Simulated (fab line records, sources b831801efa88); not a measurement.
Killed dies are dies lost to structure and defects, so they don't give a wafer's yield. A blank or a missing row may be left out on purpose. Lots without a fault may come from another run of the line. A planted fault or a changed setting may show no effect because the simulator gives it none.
fab line records | flow gf180mcu
record lots=12 wafers=36 last_day=34
route steps=602 shown VT_IMPLANT@110 HV_LDD@184
lots that met no fault: from a run of the same line without faults
start_h: hours from the record's first day to the start of the lot's first wafer shown | wait_h: hours since the lot's step before | " the same as in the row above | L1.1+2: a row that stands for several wafers | - no value, or no start given | * or withheld: withheld | < > ~ a bound
route shown NAME@n: a module of which the file shows steps, and the number in the route of the first | usual: mean/standard deviation of fault-free wafers | same: alike in all rows | chamber/n: place in a boat | sites: the reading at each site | _std_site: their standard deviation | _edge_site: outer sites' mean less inner sites' | radius_mm: how far each site lies from the wafer's centre | mask NAME#n: copy n | behind: the tool/chamber that last shaped the wafer | hold: why the lot was held/for how many hours/how that ended | device: the transistor (n, p or np) that didn't switch | end of line: the same wafers' tests at the end of the route | a step without rows: its recipe alone | killed: dies lost to structure and defects at the first sort, not the wafer's yield | map: a wafer's dies, x killed, . not, _ none there
set.NAME: the setting as run; set.NAME@STEP: as run at that earlier step | model.NAME: the simulator's own value behind a step, which no gauge read
steps of the route over a sample of lots; a table a step, a row a wafer
services: from which hour (start_h, from the record's first day; less than 0 if before it) a tool's chamber was out of use, for how many hours, and why
## steps
# step GF_VT_IMPLANT_STRIP_20
# recipe chemistry=O2/N2 power_w=1400 pressure_mtorr=1500 platen_temp_c=250 o2_flow_sccm=3000 n2_flow_sccm=300 overash_fraction=0.5
# usual drypump_motor_current_A=5.6/0.4 heater_power_w=347/32 oes_product_au=0.716/0.0052 strip_time_to_endpoint_s=12.68/0.031
# columns lot.wafer tool chamber start_h wait_h drypump_motor_current_A heater_power_w oes_product_au rf_hours_counter_h strip_time_to_endpoint_s
L501.2 plasma_asher-01 1 131.43 0.1 5.6 387 0.719 36 12.74
L501.3 " 1 " " 5.6 391 0.713 - 12.70
L501.5 " 1 " " 5.6 391 0.712 - 12.68
L502.3 plasma_asher-01 1 144.71 0.1 5.6 391 0.714 - 12.61
L502.4 " 0 " " 5.3 320 0.710 - 12.68
L502.5 " 1 " " 5.7 390 0.728 - 12.61
L503.1 plasma_asher-03 0 149.38 0.1 5.4 373 0.719 50 12.65
L503.4 " 0 " " 5.4 360 0.716 - 12.65
L503.5 " 0 " " 5.4 361 0.709 - 12.64
L505.1 plasma_asher-03 0 164.89 0.1 5.3 368 0.715 51 12.64
L505.2 " 1 " " 5.9 359 0.711 51 12.66
L505.5 " 0 " " 5.4 362 0.719 - 12.64
L506.1 plasma_asher-01 0 165.19 0.1 5.2 325 0.711 40 12.71
L506.2 " 1 " " 5.7 377 0.711 40 12.70
L506.6 " 1 " " 5.7 386 0.718 - 12.70
L508.4 plasma_asher-02 0 176.26 0.1 6.3 316 0.719 - 12.63
L508.5 " 1 " " 5.0 300 0.703 - 12.63
L508.6 " 0 " " 6.3 315 0.719 - 12.65
L510.2 plasma_asher-03 1 194.87 0.1 5.8 372 0.714 54 12.69
L510.4 " 1 " " 5.9 364 0.718 - 12.72
L510.6 " 1 " " 5.8 357 0.714 - 12.70
L516.1 plasma_asher-02 1 224.77 0.1 4.9 304 0.729 59 12.70
L516.3 " 0 " " 6.3 321 0.717 - 12.71
L516.6 " 1 " " 4.9 307 0.721 - 12.66
L518.2 plasma_asher-01 1 237.97 0.1 5.7 389 0.712 48 12.69
L518.3 " 0 " " 5.3 330 0.724 - 12.69
L518.4 " 1 " " 5.6 390 0.721 - 12.69
L519.2 plasma_asher-02 0 245.27 0.1 6.3 325 0.718 61 12.73
L519.3 " 0 " " 6.3 334 0.718 - 12.70
L519.4 " 1 " " 4.9 301 0.720 - 12.68
L520.2 plasma_asher-01 1 251.87 0.1 5.7 395 0.714 50 12.63
L520.3 " 0 " " 5.3 308 0.710 - 12.60
L520.6 " 0 " " 5.3 315 0.717 - 12.65
L522.1 plasma_asher-01 0 267.32 0.1 5.3 316 0.715 52 12.71
L522.4 " 0 " " 5.3 318 0.718 - 12.72
L522.5 " 1 " " 5.7 385 0.719 - 12.70
# step GF_HV_LDD_OVL_MEAS_08
# usual HV_LDD_OVL=-0.1/1.6
# columns lot.wafer tool chamber start_h wait_h HV_LDD_OVL[nm]
L501.2 overlay-02 - 221.18 0.1 -0.9
L501.3 " - " " -2.4
L501.5 " - " " -1.5
L502.3 overlay-01 - 237.18 0.1 3.8
L502.4 " - " " 1.5
L502.5 " - " " 3.4
L503.1 overlay-01 - 242.86 0.1 1.8
L503.4 " - " " 0.7
L503.5 " - " " 1.0
L506.1 overlay-01 - 263.77 0.1 -0.9
L506.2 " - " " 0.5
L506.6 " - " " -0.1
L505.1 overlay-02 - 263.92 0.1 3.0
L505.2 " - " " 3.0
L505.5 " - " " 2.4
L508.4 overlay-01 - 275.14 0.1 0.7
L508.5 " - " " 1.9
L508.6 " - " " 1.3
L510.2 overlay-02 - 293.98 0.1 -0.6
L510.4 " - " " -1.4
L510.6 " - " " -0.7
L516.1 overlay-01 - 327.37 0.1 1.3
L516.3 " - " " 1.0
L516.6 " - " " 1.0
L518.2 overlay-02 - 344.93 0.1 0.3
L518.3 " - " " 1.4
L518.4 " - " " 1.4
L519.2 overlay-02 - 356.33 0.1 -2.5
L519.3 " - " " -1.3
L519.4 " - " " -1.3
L520.2 overlay-01 - 362.51 0.1 -1.9
L520.3 " - " " 1.3
L520.6 " - " " -1.4
L522.1 overlay-02 - 380.36 0.1 -1.5
L522.4 " - " " -2.4
L522.5 " - " " -0.8
# step GF_HV_LDD_TW_MEAS_23
# usual HV_LDD_2_TW=1056/7.2
# columns lot.wafer tool chamber start_h wait_h HV_LDD_2_TW
L501.2 film_metro-02 - 239.72 0.1 1051
L501.3 " - " " 1046
L501.5 " - " " 1051
L502.3 film_metro-02 - 255.53 0.1 1062
L502.4 " - " " 1051
L502.5 " - " " 1051
L503.1 film_metro-01 - 261.26 0.1 1058
L503.4 " - " " 1056
L503.5 " - " " 1065
L506.1 film_metro-01 - 283.94 0.1 1059
L506.2 " - " " 1066
L506.6 " - " " 1060
L505.1 film_metro-01 - 284.16 0.1 1055
L505.2 " - " " 1058
L505.5 " - " " 1067
L508.4 film_metro-01 - 294.94 0.1 1060
L508.5 " - " " 1062
L508.6 " - " " 1060
L510.2 film_metro-03 - 314.57 0.1 1058
L510.4 " - " " 1052
L510.6 " - " " 1056
L516.1 film_metro-02 - 349.38 0.1 1048
L516.3 " - " " 1056
L516.6 " - " " 1048
L518.2 film_metro-01 - 367.80 0.1 1062
L518.3 " - " " 1069
L518.4 " - " " 1055
L519.2 film_metro-02 - 378.01 0.1 1049
L519.3 " - " " 1042
L519.4 " - " " 1050
L520.2 film_metro-03 - 384.17 0.1 1062
L520.3 " - " " 1061
L520.6 " - " " 1061
L522.1 film_metro-02 - 402.74 0.1 1054
L522.4 " - " " 1052
L522.5 " - " " 1051
# step GF_HV_LDD_IMPLANT_36
# recipe species=P energy_kev=60 dose_cm2=7.5e+12 tilt_deg=30 rotation_deg=270
# usual dose_ions_cm2=7.499e+12/8.7e+09 faraday_current_uA=42.2/0.73
# columns lot.wafer tool chamber start_h wait_h dose_ions_cm2 faraday_current_uA
L501.2 implanter-01 0 258.88 0.1 7.496e+12 42.9
L501.3 " 0 " " 7.511e+12 41.4
L501.5 " 0 " " 7.5e+12 42.5
L502.3 implanter-03 0 274.76 0.1 7.514e+12 41.9
L502.4 " 0 " " 7.5e+12 42.2
L502.5 " 0 " " 7.514e+12 43.0
L503.1 implanter-01 0 280.81 0.1 7.494e+12 41.8
L503.4 " 0 " " 7.51e+12 42.5
L503.5 " 0 " " 7.509e+12 42.8
L506.1 implanter-04 0 303.79 0.1 7.501e+12 44.1
L506.2 " 0 " " 7.492e+12 40.7
L506.6 " 0 " " 7.484e+12 41.4
L505.1 implanter-01 0 304.09 0.1 7.504e+12 42.3
L505.2 " 0 " " 7.5e+12 42.3
L505.5 " 0 " " 7.495e+12 42.2
L508.4 implanter-04 0 316.03 0.1 7.493e+12 41.9
L508.5 " 0 " " 7.498e+12 42.8
L508.6 " 0 " " 7.508e+12 42.2
L510.2 implanter-01 0 335.88 0.1 7.498e+12 43.4
L510.4 " 0 " " 7.502e+12 41.5
L510.6 " 0 " " 7.505e+12 42.9
L516.1 implanter-01 0 372.16 0.1 7.506e+12 41.8
L516.3 " 0 " " 7.5e+12 40.0
L516.6 " 0 " " 7.492e+12 41.6
L518.2 implanter-01 0 389.88 0.1 7.501e+12 41.3
L518.3 " 0 " " 7.502e+12 42.5
L518.4 " 0 " " 7.505e+12 42.5
L519.2 implanter-04 0 400.33 0.1 3.268e+12 18.3
L519.3 " 0 " " 3.263e+12 18.7
L519.4 " 0 " " 3.259e+12 18.6
L520.2 implanter-04 0 407.93 0.1 3.263e+12 17.9
L520.3 " 0 " " 3.245e+12 18.7
L520.6 " 0 " " 3.255e+12 18.5
L522.1 implanter-01 0 426.65 0.1 7.505e+12 42.4
L522.4 " 0 " " 7.498e+12 43.4
L522.5 " 0 " " 7.509e+12 41.9
# step GF_HV_LDD_TW_MEAS_38
# usual HV_LDD_3_TW=1434/8.8
# columns lot.wafer tool chamber start_h wait_h HV_LDD_3_TW
L501.2 film_metro-02 - 259.12 0.1 1439
L501.3 " - " " 1431
L501.5 " - " " 1431
L502.3 film_metro-02 - 274.98 0.1 1435
L502.4 " - " " 1427
L502.5 " - " " 1435
L503.1 film_metro-03 - 281.06 0.1 1436
L503.4 " - " " 1434
L503.5 " - " " 1439
L506.1 film_metro-02 - 304.04 0.1 1415
L506.2 " - " " 1409
L506.6 " - " " 1422
L505.1 film_metro-02 - 304.34 0.1 1419
L505.2 " - " " 1415
L505.5 " - " " 1408
L508.4 film_metro-01 - 316.24 0.1 1438
L508.5 " - " " 1439
L508.6 " - " " 1430
L510.2 film_metro-03 - 336.12 0.1 1436
L510.4 " - " " 1430
L510.6 " - " " 1438
L516.1 film_metro-03 - 372.41 0.1 1436
L516.3 " - " " 1443
L516.6 " - " " 1435
L518.2 film_metro-02 - 390.11 0.1 1421
L518.3 " - " " 1427
L518.4 " - " " 1428
L519.2 film_metro-03 - 400.56 0.1 1369
L519.3 " - " " 1363
L519.4 " - " " 1376
L520.2 film_metro-03 - 408.17 0.1 1370
L520.3 " - " " 1366
L520.6 " - " " 1376
L522.1 film_metro-02 - 426.90 0.1 1441
L522.4 " - " " 1439
L522.5 " - " " 1435
# step GF_HV_LDD_RS_MEAS_53
# recipe thk_meas_gauge=four-point-probe
# usual HV_LDD_RS=418.1/0.76
# columns lot.wafer tool chamber start_h wait_h HV_LDD_RS[ohm/sq]
L501.2 film_metro-03 - 278.80 0.1 418.8
L501.3 " - " " 418.8
L501.5 " - " " 418.4
L502.3 film_metro-02 - 294.81 0.1 416.9
L502.4 " - " " 417.4
L502.5 " - " " 417.7
L503.1 film_metro-03 - 300.93 0.1 418.6
L503.4 " - " " 418.2
L503.5 " - " " 417.4
L506.1 film_metro-01 - 325.24 0.1 418.0
L506.2 " - " " 418.9
L506.6 " - " " 418.5
L505.1 film_metro-03 - 325.99 0.1 418.2
L505.2 " - " " 418.9
L505.5 " - " " 417.7
L508.4 film_metro-02 - 337.79 0.1 418.6
L508.5 " - " " 417.1
L508.6 " - " " 418.8
L510.2 film_metro-01 - 358.42 0.1 417.5
L510.4 " - " " 417.8
L510.6 " - " " 418.7
L516.1 film_metro-02 - 394.83 0.1 418.6
L516.3 " - " " 417.3
L516.6 " - " " 417.6
L518.2 film_metro-03 - 413.56 0.1 418.9
L518.3 " - " " 417.0
L518.4 " - " " 417.2
L519.2 film_metro-02 - 424.14 0.1 431.2
L519.3 " - " " 431.0
L519.4 " - " " 430.1
L520.2 film_metro-03 - 431.72 0.1 430.8
L520.3 " - " " 429.1
L520.6 " - " " 429.4
L522.1 film_metro-02 - 451.71 0.1 419.6
L522.4 " - " " 419.0
L522.5 " - " " 418.6
## services
# columns tool chamber start_h hours kind
implanter-04 - 130.28 5.8 pm
implanter-04 - 176.76 1.9 repair
implanter-04 - 219.37 4.1 repair
implanter-04 - 224.64 4.2 repair
implanter-01 - 224.92 2.6 repair
implanter-03 - 226.56 2.1 repair
plasma_asher-02 - 247.27 14.6 pm
implanter-01 - 263.86 2.8 repair
implanter-04 - 266.36 0.8 repair
implanter-01 - 266.64 5.9 pm
plasma_asher-02 - 267.05 19.1 repair
plasma_asher-02 - 268.50 4.4 repair
implanter-04 - 275.71 1.8 repair
implanter-03 - 298.62 6.9 pm
implanter-01 - 307.26 3.5 repair
implanter-03 - 312.33 4.0 repair
implanter-03 - 321.59 210.0 pm
implanter-04 - 383.70 1.6 repair
implanter-04 - 416.50 6.6 repair
plasma_asher-02 - 421.25 9.0 pm
plasma_asher-02 0 421.25 9.0 vent_cycle
plasma_asher-02 1 421.25 9.0 vent_cycle
## key
first_sign step=GF_HV_LDD_IMPLANT_36 reading=dose_ions_cm2 direction=down sigmas=99+ usual=7.499e+12 struck=3.259e+12
effect step=GF_HV_LDD_IMPLANT_36 reading=faraday_current_uA direction=down sigmas=33 usual=42.2 struck=18.4
effect step=GF_HV_LDD_TW_MEAS_38 reading=HV_LDD_3_TW direction=down sigmas=7.2 usual=1434 struck=1370
effect step=GF_HV_LDD_RS_MEAS_53 reading=HV_LDD_RS direction=up sigmas=16 usual=418.1 struck=430.3
met_at GF_HV_LDD_IMPLANT_36
struck_lots L519,L520
tester_left_out L519,L520
not_acting_at GF_VT_IMPLANT_STRIP_20,GF_HV_LDD_OVL_MEAS_08,GF_HV_LDD_TW_MEAS_23
onset_between 316.03 400.33
fault kind=process_parameter_drift tool=implanter-04 chamber=- onset_h=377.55 steps=GF_HV_LDD_IMPLANT_36 channel=dose_cm2 offset=-4.2403e+12 shape=step end_h=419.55 acts_in=these_recipes_only stated=7.5e+12
# tester_left_out: of these lots the tester's yield and bins aren't shown, on N5 and GAA mostly nor the transistor test; their killed dies are dies lost to structure and defects alone, not to doping, threshold or leakage, so they don't give the yield
